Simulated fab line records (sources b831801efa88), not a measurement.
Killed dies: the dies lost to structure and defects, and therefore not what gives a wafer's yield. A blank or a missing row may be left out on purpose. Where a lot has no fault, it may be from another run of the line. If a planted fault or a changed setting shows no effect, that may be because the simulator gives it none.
Chamber matching -- flow sky130 -- SKY_LI_CONTACT_CMP_02 on cmp-02: 4 sister chambers
The step polishes PSG. 20 wafers are shown with their chamber, then 10 later ones without.

EACH WAFER AND ITS CHAMBER
wafer,chamber,motorCurrentA (A),timeToEndpointS (s),retainingRingPressureFrac
L074.1,3,14.2,35.2,0.997
L074.5,3,13.7,34.2,0.993
L074.6,2,14.2,34.0,0.997
L079.1,1,11.9,31.2,1.004
L079.5,0,11.5,29.5,1.004
L079.6,3,13.2,31.2,0.998
L078.2,3,13.0,30.7,1.001
L078.4,1,12.1,31.6,0.997
L078.5,2,13.6,28.1,1.004
L082.1,1,11.8,30.7,1.004
L082.2,3,13.8,31.4,0.996
L082.4,2,13.2,30.5,1.006
L085.2,0,11.7,25.8,1.008
L085.4,2,14.1,29.2,1.000
L085.5,1,12.1,30.8,0.997
L087.2,2,13.4,29.6,1.004
L087.3,3,14.1,31.4,0.998
L087.6,0,11.3,28.1,1.006
L089.1,1,12.0,33.2,1.003
L089.5,3,13.4,33.9,1.004

SIGNATURES (means of the wafers above)
reading,chamber 0,chamber 1,chamber 2,chamber 3,scatter within a chamber
motorCurrentA,11.500,11.980,13.700,13.629,0.364
timeToEndpointS,27.800,31.500,30.280,32.571,1.78
retainingRingPressureFrac,1.00600,1.00100,1.00220,0.99814,0.00344
Rule: a wafer lies at a distance from a chamber equal to the root of the sum of squares, over the readings, of (its reading less the chamber's mean, divided by the reading's scatter). The wafer belongs to the nearest chamber; if the next one is less than 2 further off, it can't be placed. The scatter: take each reading less its chamber's mean, square it, sum over the shown wafers, divide by the number of wafers less the number of chambers, and take the root.

WAFERS MISSING THEIR CHAMBER
wafer,motorCurrentA (A),timeToEndpointS (s),retainingRingPressureFrac
L089.6,13.6,29.8,0.998
L093.1,13.0,30.0,0.995
L093.2,11.4,33.5,0.994
L093.4,11.8,33.1,1.004
L094.1,11.7,29.7,1.000
L094.4,11.5,31.0,0.998
L094.5,13.9,29.7,0.998
L096.2,11.4,33.2,1.001
L096.4,13.9,31.2,0.999
L096.5,13.3,30.6,1.008

CHAMBER TAKEN BY EACH
wafer,from the rows above,in truth
L089.6,can't be placed: 2 or 3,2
L093.1,can't be placed: 3 or 2 or 1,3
L093.2,can't be placed: 1 or 0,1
L093.4,can't be placed: 1 or 0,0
L094.1,can't be placed: 1 or 0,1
L094.4,can't be placed: 1 or 0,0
L094.5,can't be placed: 2 or 3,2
L096.2,can't be placed: 1 or 0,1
L096.4,can't be placed: 3 or 2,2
L096.5,can't be placed: 2 or 3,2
0 of 10 placed correctly. These rows do not allow placing 10 (true chamber among the candidates in 10). Wrongly placed: 0.
